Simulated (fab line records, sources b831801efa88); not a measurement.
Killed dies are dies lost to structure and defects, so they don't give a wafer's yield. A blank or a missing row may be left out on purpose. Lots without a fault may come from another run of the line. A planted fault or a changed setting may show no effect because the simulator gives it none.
One fault seen from 2 desks | flow sfq_line | each desk has only its own numbers; what lay behind them comes last

THE METROLOGY DESK
What the gauges read, lot by lot, whatever tool the lot ran on: means of the sampled wafers that have a number. A lot is out of limits, marked OUT, if its mean lies more than 4 standard deviations from the usual mean; the brackets give that distance.
Columns: A = I6_OVL at SFQ_I6_OVL_MEAS_942, usual 0 nm
lot  | first seen here | A
L799 | day 76 14:25    | -1
L802 | day 76 23:34    | 3
L803 | day 77 04:22    | -0
L804 | day 77 07:58    | 3
L805 | day 77 09:10    | -2
L806 | day 77 10:22    | 2
L807 | day 77 13:58    | -2
L808 | day 77 17:34    | 7
L813 | day 82 03:41    | -4
L815 | day 82 15:41    | -2
L818 | day 83 15:20    | 2
L819 | day 83 21:20    | -4
L820 | day 83 22:32    | 2
L821 | day 85 17:25    | 6
This desk's finding: nothing out of limits on any of the 14 lots.

THE TOOL OWNER'S DESK: litho_track-02
The tool's own readings at SFQ_TRILAYER_I5_LITHO_PEB_147 (peb time 60 s): means of the sampled wafers that have a number, for each lot that ran on this tool. A lot is out of limits, marked OUT, if its mean lies more than 4 standard deviations from the usual mean; the brackets give that distance.
Columns: A = chill_plate_temp_C at SFQ_TRILAYER_I5_LITHO_PEB_147, usual 22.99 C; B = heater_power_total_W at SFQ_TRILAYER_I5_LITHO_PEB_147, usual 79.16 W
lot  | first seen here | A     | B
L799 | day 65 23:20    | 23.11 | 79.13
L807 | day 71 15:31    | 23.00 | 79.16
L808 | day 71 16:40    | 22.89 | 79.18
L813 | day 72 08:16    | 23.05 | 82.32 (+52) OUT
L815 | day 72 15:28    | 23.00 | 82.30 (+51) OUT
L821 | day 80 06:22    | 22.99 | 79.20
This desk's finding: out of limits on L813, L815; first on L813, day 72 08:16 (heater_power_total_W at SFQ_TRILAYER_I5_LITHO_PEB_147). In limits: L799, L807, L808, L821.

PUT TOGETHER
The tool owner's desk could have raised an alarm at day 72 08:16, on L813, L815.
The metrology desk saw nothing out of limits.
The metrology desk has L813, L815 on record, within its limits.
Of the lots named, all ran SFQ_TRILAYER_I5_LITHO_PEB_147 on litho_track-02.

WHAT THE SIMULATOR HAD PUT IN
Process parameter drift: litho_track-02, from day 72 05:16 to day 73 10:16, at SFQ_TRILAYER_I5_LITHO_PEB_147. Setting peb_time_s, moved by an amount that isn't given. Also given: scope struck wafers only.
Lots struck among those shown: L813, L815.
Hours from the fault's start to each desk's first reading out of limits: the tool owner's desk, 3.
